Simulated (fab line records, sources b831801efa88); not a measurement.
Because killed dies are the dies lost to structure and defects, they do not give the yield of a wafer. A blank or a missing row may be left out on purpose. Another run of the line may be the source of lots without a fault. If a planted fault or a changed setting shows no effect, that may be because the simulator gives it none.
fab line records    flow sky130    part 2 of 2: steps 30 to 40 of 40
record lots=5  wafers=15  last_day=50
route steps=708 shown METAL1@437 VIA1@458
lots untouched by any fault: they come from a run of this same line in which no faults occurred
start_h: start of the lot's first displayed wafer, in hours after the record's first day    wait_h: hours since the lot's step before    " unchanged from the row above    L1.1+2: several wafers, shown together as one row    - no value, or no start was given    * or withheld: withheld    < > ~ a bound
route shown NAME@n: NAME is a module with steps in the file, n the number in the route of the first one    usual: average and standard deviation across the fault-free wafers    same: alike in all rows    chamber/n: place in a boat    sites: per-site readings    _std_site: standard deviation across them    _edge_site: inner sites' mean taken away from outer sites' mean    radius_mm: how far each site lies from the wafer's centre    mask NAME#n: copy n    behind: the tool/chamber that last shaped the wafer    hold: cause of the lot's hold/its duration in hours/its outcome    device: whichever transistor did not switch (one of n, p or np)    end of line: tests run on the same wafers once the route is complete    a step with no rows: only its recipe    killed: not the wafer's yield, but the dies lost to structure and defects at the first sort    map: a wafer's dies, x killed, . not, _ none there
set.NAME: the setting the step ran with; set.NAME@STEP: the setting that earlier step ran with    model.NAME: the simulator's own value behind a step, which no gauge read
lots at selected steps of the route; one table per step, one row per wafer
services: when a tool's chamber went out of use (start_h, in hours from the record's first day, below 0 if earlier), for how many hours, and the reason
## steps
# step SKY_VIA1_SOFTBAKE_08
# recipe temp_c=100  time_s=90  resist=KrF-thick
# same time_s=90
lot.wafer   tool            chamber  start_h  wait_h
L084.2+3+5  litho_track-01  0        -        -
L088.2+3+6  litho_track-04  0        -        -
L091.2+3+5  litho_track-04  0        -        -
L092.1+3+5  litho_track-02  0        -        -
L096.1+5+6  litho_track-02  0        -        -
# step SKY_VIA1_EXPOSE_09
# recipe mask_id=VIM  na=0.8  source_shape=annular  sigma_inner=0.55  sigma_outer=0.85  target_cd_nm=150  dose_mj=38
lot.wafer   tool            chamber  start_h  wait_h  mask
L084.2+3+5  krf_scanner-02  0        -        -       VIM#0
L088.2+3+6  krf_scanner-02  0        -        -       VIM#0
L091.2+3+5  krf_scanner-02  0        -        -       VIM#0
L092.1+3+5  krf_scanner-02  0        -        -       VIM#0
L096.1+5+6  krf_scanner-01  0        -        -       VIM#0
# step SKY_VIA1_PEB_10
# recipe peb_temp_c=withheld  peb_time_s=withheld  resist=KrF-thick
lot.wafer   tool            chamber  start_h  wait_h
L084.2+3+5  litho_track-01  0        -        -
L088.2+3+6  litho_track-04  0        -        -
L091.2+3+5  litho_track-04  0        -        -
L092.1+3+5  litho_track-01  0        -        -
L096.1+5+6  litho_track-01  0        -        -
# step SKY_VIA1_DEVELOP_11
# recipe develop_time_s=60  resist=KrF-thick  dev_temp_c=21
lot.wafer   tool            chamber  start_h  wait_h
L084.2+3+5  litho_track-01  0        -        -
L088.2+3+6  litho_track-04  0        -        -
L091.2+3+5  litho_track-04  0        -        -
L092.1+3+5  litho_track-01  0        -        -
L096.1+5+6  litho_track-01  0        -        -
# step SKY_VIA1_CD_MEAS_12
# recipe target_cd_nm=150
# usual cd_nm=149.0/1.8
lot.wafer  tool       chamber  start_h  wait_h  cd_nm
L084.2     cd_sem-01  -        868.22   -       149.2
L084.3     "          -        "        "       150.6
L084.5     "          -        "        "       151.9
L088.2     cd_sem-01  -        901.44   -       149.0
L088.3     "          -        "        "       146.6
L088.6     "          -        "        "       147.9
L091.2     cd_sem-02  -        927.14   -       151.3
L091.3     "          -        "        "       150.1
L091.5     "          -        "        "       149.9
L092.1     cd_sem-02  -        932.65   -       149.7
L092.3     "          -        "        "       150.2
L092.5     "          -        "        "       150.0
L096.1     cd_sem-01  -        955.85   -       148.1
L096.5     "          -        "        "       148.4
L096.6     "          -        "        "       148.7
# step SKY_VIA1_OVL_MEAS_13
# usual VIA1_OVL=0/5.5
lot.wafer  tool        chamber  start_h  wait_h  VIA1_OVL[nm]
L084.2     overlay-01  -        868.33   0.1     2
L084.3     "           -        "        "       6
L084.5     "           -        "        "       -1
L088.2     overlay-01  -        901.55   0.1     -2
L088.3     "           -        "        "       -6
L088.6     "           -        "        "       0
L091.2     overlay-01  -        927.25   0.1     11
L091.3     "           -        "        "       2
L091.5     "           -        "        "       -1
L092.1     overlay-01  -        932.77   0.1     -11
L092.3     "           -        "        "       2
L092.5     "           -        "        "       3
L096.1     overlay-01  -        955.97   0.1     6
L096.5     "           -        "        "       2
L096.6     "           -        "        "       6
# step SKY_VIA1_ETCH_14
# recipe chemistry=N2/H2  target=BARC  ion_energy_ev=200  source_w=500  bias_w=100  pressure_mtorr=30  n2_flow_sccm=100  h2_flow_sccm=200  stop_on=SiO2  time_s=45.9  target_depth_a=600
# usual bias_w=100.0/0.31  drypump_motor_current_A=5.7/0.52  oes_product_au=0.855/0.0055  throttle_valve_pct=13.226/0.0092
# same time_s=45.9
lot.wafer  tool         chamber  start_h  wait_h  bias_w  drypump_motor_current_A  oes_product_au  rf_hours_counter_h  throttle_valve_pct
L084.2     rie_diel-03  2        868.36   0.0     100.4   5.7                      0.859           10                  13.219
L084.3     "            3        "        "       100.0   6.4                      0.854           9                   13.227
L084.5     "            2        "        "       100.3   5.7                      0.853           -                   13.237
L088.2     rie_diel-04  1        901.58   0.0     100.3   5.3                      0.848           14                  13.230
L088.3     "            2        "        "       99.7    5.6                      0.859           23                  13.221
L088.6     "            1        "        "       100.0   5.3                      0.856           -                   13.229
L091.2     rie_diel-01  0        927.28   0.0     100.6   5.0                      0.853           12                  13.239
L091.3     "            3        "        "       100.3   6.2                      0.854           11                  13.231
L091.5     "            1        "        "       100.2   5.9                      0.857           -                   13.216
L092.1     rie_diel-01  0        932.81   0.0     100.0   5.0                      0.854           12                  13.216
L092.3     "            2        "        "       100.3   6.2                      0.853           16                  13.225
L092.5     "            2        "        "       100.4   6.2                      0.854           -                   13.211
L096.1     rie_diel-01  0        956.01   0.0     100.1   5.0                      0.847           13                  13.235
L096.5     "            0        "        "       100.2   5.0                      0.849           -                   13.231
L096.6     "            3        "        "       99.8    6.2                      0.856           -                   13.229
# step SKY_VIA1_ETCH_15
# recipe target=SiO2  chemistry=C4F8/O2/Ar  target_depth_nm=351  stop_on=TiN  mask_material=KrF-thick  source_w=1500  bias_w=1200  pressure_mtorr=40  c4f8_flow_sccm=withheld  O2_flow_sccm=6  Ar_flow_sccm=300  time_s=54
# usual bias_w=1200/3.6  oes_product_au=0.980/0.0052
# same time_s=54
lot.wafer  tool         chamber  start_h  wait_h  bias_w  oes_product_au  rf_hours_counter_h
L084.2     rie_diel-03  2        868.40   0.0     1198    0.971           10
L084.3     "            3        "        "       1195    0.979           9
L084.5     "            2        "        "       1198    0.972           -
L088.2     rie_diel-04  1        901.62   0.0     1199    0.985           14
L088.3     "            2        "        "       1198    0.975           23
L088.6     "            1        "        "       1200    0.984           -
L091.2     rie_diel-01  0        927.32   0.0     1206    0.977           12
L091.3     "            3        "        "       1200    0.988           11
L091.5     "            1        "        "       1199    0.979           -
L092.1     rie_diel-01  0        932.85   0.0     1198    0.986           12
L092.3     "            2        "        "       1207    0.976           16
L092.5     "            2        "        "       1207    0.980           -
L096.1     rie_diel-01  0        956.05   0.0     1198    0.977           13
L096.5     "            0        "        "       1197    0.978           -
L096.6     "            3        "        "       1203    0.981           -
# step SKY_VIA1_STRIP_16
# recipe chemistry=O2/N2  power_w=1400  pressure_mtorr=1500  platen_temp_c=withheld  o2_flow_sccm=3000  n2_flow_sccm=300  overash_fraction=0.5
# usual drypump_motor_current_A=5.9/0.36  oes_product_au=0.415/0.0043  strip_time_to_endpoint_s=4.461/0.02
# same overash_fraction=0.5
lot.wafer  tool             chamber  start_h  wait_h  drypump_motor_current_A  oes_product_au  rf_hours_counter_h  strip_time_to_endpoint_s
L084.2     plasma_asher-03  0        868.45   0.0     5.9                      0.416           44                  4.488
L084.3     "                0        "        "       5.8                      0.409           -                   4.469
L084.5     "                0        "        "       5.8                      0.414           -                   4.471
L088.2     plasma_asher-02  0        901.66   0.0     6.6                      0.415           73                  4.446
L088.3     "                1        "        "       5.4                      0.417           -                   4.479
L088.6     "                1        "        "       5.4                      0.415           -                   4.435
L091.2     plasma_asher-02  1        927.36   0.0     5.4                      0.414           76                  4.457
L091.3     "                0        "        "       6.6                      0.413           -                   4.428
L091.5     "                0        "        "       6.6                      0.417           -                   4.464
L092.1     plasma_asher-02  0        932.90   0.0     6.6                      0.413           77                  4.465
L092.3     "                0        "        "       6.6                      0.408           -                   4.481
L092.5     "                1        "        "       5.5                      0.423           -                   4.483
L096.1     plasma_asher-03  1        956.10   0.0     6.0                      0.413           52                  4.456
L096.5     "                0        "        "       5.8                      0.418           -                   4.454
L096.6     "                1        "        "       6.0                      0.416           -                   4.460
# step SKY_VIA1_STRIP_17
# recipe chemistry=post_etch_residue_remover  time_s=1200  temp_c=72.5
# same time_s=1200
lot.wafer   tool          chamber  start_h  wait_h
L084.2+3+5  wet_bench-01  0        868.55   0.1
L088.2+3+6  wet_bench-02  3        901.76   0.1
L091.2+3+5  wet_bench-02  0        927.46   0.1
L092.1+3+5  wet_bench-01  2        933.00   0.1
L096.1+5+6  wet_bench-02  0        956.20   0.1
# step SKY_VIA1_CLEAN_18
# recipe chemistry=IPA  time_s=180  temp_c=25
# same time_s=180
lot.wafer   tool          chamber  start_h  wait_h
L084.2+3+5  wet_bench-02  2        868.89   0.0
L088.2+3+6  wet_bench-03  3        902.14   0.0
L091.2+3+5  wet_bench-03  2        927.81   0.0
L092.1+3+5  wet_bench-02  0        933.34   0.0
L096.1+5+6  wet_bench-01  2        956.57   0.0
## services
tool            chamber  start_h  hours  kind
krf_scanner-02  -        795.60   0.9    repair
krf_scanner-01  -        807.81   11.6   pm
krf_scanner-02  -        813.47   0.6    repair
rie_diel-01     -        817.17   0.6    repair
krf_scanner-01  -        821.09   1.1    repair
rie_diel-01     2        830.32   5.5    repair
krf_scanner-02  -        842.23   0.5    repair
krf_scanner-02  -        842.82   1.0    pm
rie_diel-01     3        848.14   2.5    repair
pvd_sputter-01  -        855.56   1.3    repair
rie_metal-03    -        857.08   2.8    pm
krf_scanner-02  -        860.53   6.2    repair
krf_scanner-02  -        860.78   0.9    repair
krf_scanner-01  -        865.04   1.9    repair
rie_diel-01     1        871.34   3.6    repair
krf_scanner-02  -        885.48   0.8    pm
krf_scanner-02  -        889.00   1.3    pm
krf_scanner-01  -        913.19   1.6    repair
krf_scanner-01  -        914.76   0.8    pm
wet_bench-02    -        921.76   2.8    repair
rie_metal-04    0        926.35   19.5   repair
krf_scanner-01  -        929.04   1.0    pm
krf_scanner-02  -        930.62   4.4    pm
rie_metal-03    1        938.62   5.7    repair
